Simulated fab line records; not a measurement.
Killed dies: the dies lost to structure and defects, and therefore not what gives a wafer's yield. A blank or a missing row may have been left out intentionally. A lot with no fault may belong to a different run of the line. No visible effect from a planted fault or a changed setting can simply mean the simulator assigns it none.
Comparing a struck lot with a sound one :: flow sfq line :: 42 out of 325 route steps
Sound: these wafers, L805.2, L805.4, L805.5. Struck: wafers L791.3, L791.6 (left out: L791.5, a lot-mate that was not struck); the cause follows at the end.
Order at every step that has rows: each side's tool, ch and its chambers, its first start. Under that, the readings that differ: sound wafers :: struck wafers :: difference of the means :: sigmas: that difference in standard deviations of wafers without a fault.
alike: same words and numbers on both sides, and readings whose means sit less than 2 such deviations apart. not compared: any withheld reading, any reading some wafer has no value for, any bound like >300 that may hide the same value, and any number with overlapping values for which the record gives no deviation.
A row with sigmas, a row that says differs or no value, or rows on one side alone: a step with any of these is where the two part. Numbers that have no deviation but don't overlap get no sigmas and don't part them. A reading missing from all wafers of one side parts the sides only when that side holds two or more wafers.

SFQ_TRILAYER_I4_VIA_STRIP_STRIP_107: strips in O2.
  sound on rie metal-04 ch 0,1, day 57 08:44; struck on rie metal-01 ch 0,1, day 46 14:47
  alike: chamber pressure mTorr, drypump motor current A, oes product au, platen temp c
  not compared: rf hours counter h
then, 6 steps without rows for these wafers: SFQ_TRILAYER_I4_VIA_STRIP_SOLV_CLEAN_108 (cleans in NMP, time 600 s); SFQ_TRILAYER_JJ_TRILAYER_DEP_PRE_CLEAN_113 (time 22.5 s); SFQ_TRILAYER_JJ_TRILAYER_DEP_SPUTTER_109 (material Nb, target thk 150 nm, time 100 s); SFQ_TRILAYER_JJ_TRILAYER_DEP_SPUTTER_110 (material Al, target thk 8 nm, time 10 s); SFQ_TRILAYER_JJ_TRILAYER_DEP_AL_OXIDATION_111 (oxidation time 600 s); SFQ_TRILAYER_JJ_TRILAYER_DEP_SPUTTER_112 (material Nb, target thk 170 nm, time 113.3 s).
SFQ_JJ_RS_MEAS_929: uses a four-point probe to measure.
  sound on film metro-04, day 57 10:44; struck on film metro-04, day 46 16:36
  alike: JJ_NB_RS
then, 3 steps without rows for these wafers: SFQ_TRILAYER_JJ_CE_LITHO_COAT_119 (resist thk 62 nm); SFQ_TRILAYER_JJ_CE_LITHO_COAT_114 (resist thk 600 nm); SFQ_TRILAYER_JJ_CE_LITHO_SOFTBAKE_118.
SFQ_TRILAYER_JJ_CE_LITHO_EXPOSE_115: exposes mask J5, target cd 700 nm.
  sound on krf scanner-01 ch 0, day 57 11:52; struck on krf scanner-01 ch 0, day 47 02:35
  alike: mask
then, 2 steps without rows for these wafers: SFQ_TRILAYER_JJ_CE_LITHO_PEB_117 (peb time 60 s); SFQ_TRILAYER_JJ_CE_LITHO_DEVELOP_116 (time 60 s).
SFQ_JJ_OVL_MEAS_931:
  sound on overlay-02, day 57 13:11; struck on overlay-01, day 47 03:42
  alike: J5_OVL
SFQ_TRILAYER_JJ_CE_METRO_MEASURE_117:
  sound on cd sem-02, day 57 13:25; struck on cd sem-02, day 47 04:08
reading: cd nm (nm)
sound: 698.9 700.6 699.5
struck: 669.5 671.1
difference: -29.4
sigmas: -21
SFQ_TRILAYER_JJ_CE_BARC_OPEN_RIE_150: chemistry O2, target BARC, target depth 240 nm, time 80 s.
  sound on rie metal-01 ch 0,1, day 57 14:25; struck on rie metal-01 ch 1, day 47 04:58
reading: model.JJ.cd nm (nm)
sound: 699.8 700.8 700.4
struck: 671 671.2
difference: -29
sigmas: 
  alike: chamber pressure mTorr, drypump motor current A, oes product au
  not compared: rf hours counter h
SFQ_TRILAYER_JJ_CE_ETCH_RIE_118: chemistry SF6, target Nb, stops on Al2O3, time 97.7 s, target depth 170 nm.
  sound on rie metal-01 ch 0,1, day 57 14:30; struck on rie metal-01 ch 1, day 47 05:04
reading: model.JJ.cd nm (nm)
sound: 700.3 701.5 701.1
struck: 670.6 671.1
difference: -30.1
sigmas: 
  alike: chamber pressure mTorr, drypump motor current A, oes product au
  not compared: rf hours counter h
following that, these wafers have no rows for 1 step: SFQ_TRILAYER_JJ_ANODIZE_ANODIZE_119.
SFQ_TRILAYER_JJ_CE_STRIP_STRIP_120: strips in O2.
  sound on rie metal-03 ch 0, day 57 15:06; struck on rie metal-01 ch 0,1, day 47 05:50
  alike: chamber pressure mTorr, drypump motor current A, oes product au, platen temp c
  not compared: rf hours counter h
then, 7 steps without rows for these wafers: SFQ_TRILAYER_JJ_CE_STRIP_SOLV_CLEAN_121 (cleans in NMP, time 600 s); SFQ_TRILAYER_M5_LITHO_COAT_128 (resist thk 62 nm); SFQ_TRILAYER_M5_LITHO_COAT_123 (resist thk 600 nm); SFQ_TRILAYER_M5_LITHO_SOFTBAKE_127; SFQ_TRILAYER_M5_LITHO_EXPOSE_124 (exposes mask M5, target cd 700 nm); SFQ_TRILAYER_M5_LITHO_PEB_126 (peb time 60 s); SFQ_TRILAYER_M5_LITHO_DEVELOP_125 (time 60 s).
-- the record jumps here: 6 days lie between the struck wafers' starts before and after --
SFQ_M5_OVL_MEAS_932:
  sound on overlay-02, day 57 19:16; struck on overlay-01, day 52 18:19
  alike: M5_OVL
then, 4 steps without rows for these wafers: SFQ_TRILAYER_M5_BARC_OPEN_METAL_ETCH_161 (etches BARC in O2, target depth 125 nm, time 41.7 s); SFQ_TRILAYER_M5_ETCH_METAL_ETCH_126 (etches Nb in Cl2/BCl3, stops on SiO2, time 203.2 s, target depth 265 nm); SFQ_TRILAYER_M5_STRIP_STRIP_127 (strips in O2); SFQ_TRILAYER_M5_STRIP_SOLV_CLEAN_128 (cleans in NMP, time 600 s).
SFQ_TRILAYER_A5B_DEP_PECVD_129: deposits SiO2 from SiH4/N2O, time 133.33 s, target thk 600 nm.
  sound on pecvd-03 ch 0,1,2, day 57 20:30; struck on pecvd-01 ch 2, day 52 19:23
  alike: heater power w, throttle valve pct
then, 1 step without rows for these wafers: SFQ_TRILAYER_A5B_CMP_CMP_130 (polishes, stops on Nb, target thk 340.7 nm).
SFQ_TRILAYER_A5B_METRO_MEASURE_131:
  sound on film metro-02, day 58 03:50; struck on film metro-02, day 52 22:52
  alike: thk nm
SFQ_TRILAYER_R5_DEP_SPUTTER_132: material Ti, target thk 5 nm, time 5 s.
  sound on pvd sputter-03, day 58 04:50; struck on pvd sputter-06, day 52 23:40
  alike: throttle valve pct
then, 2 steps without rows for these wafers: SFQ_TRILAYER_R5_DEP_SPUTTER_133 (material MoNx, target thk 40 nm, time 66.7 s); SFQ_TRILAYER_R5_DEP_SPUTTER_134 (material Ti, target thk 5 nm, time 5 s).
SFQ_R5_RS_MEAS_933: uses a four-point probe to measure.
  sound on film metro-01, day 58 04:57; struck on film metro-01, day 52 23:49
  alike: R5_MONX_RS
SFQ_R5_THK_MEAS_934: measures by xrf.
  sound on film metro-01, day 58 05:04; struck on film metro-01, day 52 23:55
  alike: R5_MONX_THK
then, 1 step without rows for these wafers: SFQ_TRILAYER_R5_LITHO_COAT_141 (resist thk 62 nm).
-- the record jumps here: 31 days lie between the struck wafers' starts before and after --
SFQ_M8_BOW_MEAS_951:
  sound on film metro-03, day 86 14:52; struck on film metro-04, day 84 04:05
reading: model.etest.jj.g times
sound: 0.9984 1.002 1.001
struck: 0.9154 0.917
difference: -0.0843
sigmas: 
  alike: M8_BOW

== WHERE THEY PART ==
Only at SFQ_TRILAYER_JJ_CE_METRO_MEASURE_117, within this record. Later steps at which nothing parts them and some readings are alike: SFQ_TRILAYER_JJ_CE_BARC_OPEN_RIE_150, SFQ_TRILAYER_JJ_CE_ETCH_RIE_118, SFQ_TRILAYER_JJ_CE_STRIP_STRIP_120, SFQ_M5_OVL_MEAS_932, SFQ_TRILAYER_A5B_DEP_PECVD_129, SFQ_TRILAYER_A5B_METRO_MEASURE_131, SFQ_TRILAYER_R5_DEP_SPUTTER_132, SFQ_R5_RS_MEAS_933, SFQ_R5_THK_MEAS_934, SFQ_M8_BOW_MEAS_951.

WHY: whatever the simulator had introduced
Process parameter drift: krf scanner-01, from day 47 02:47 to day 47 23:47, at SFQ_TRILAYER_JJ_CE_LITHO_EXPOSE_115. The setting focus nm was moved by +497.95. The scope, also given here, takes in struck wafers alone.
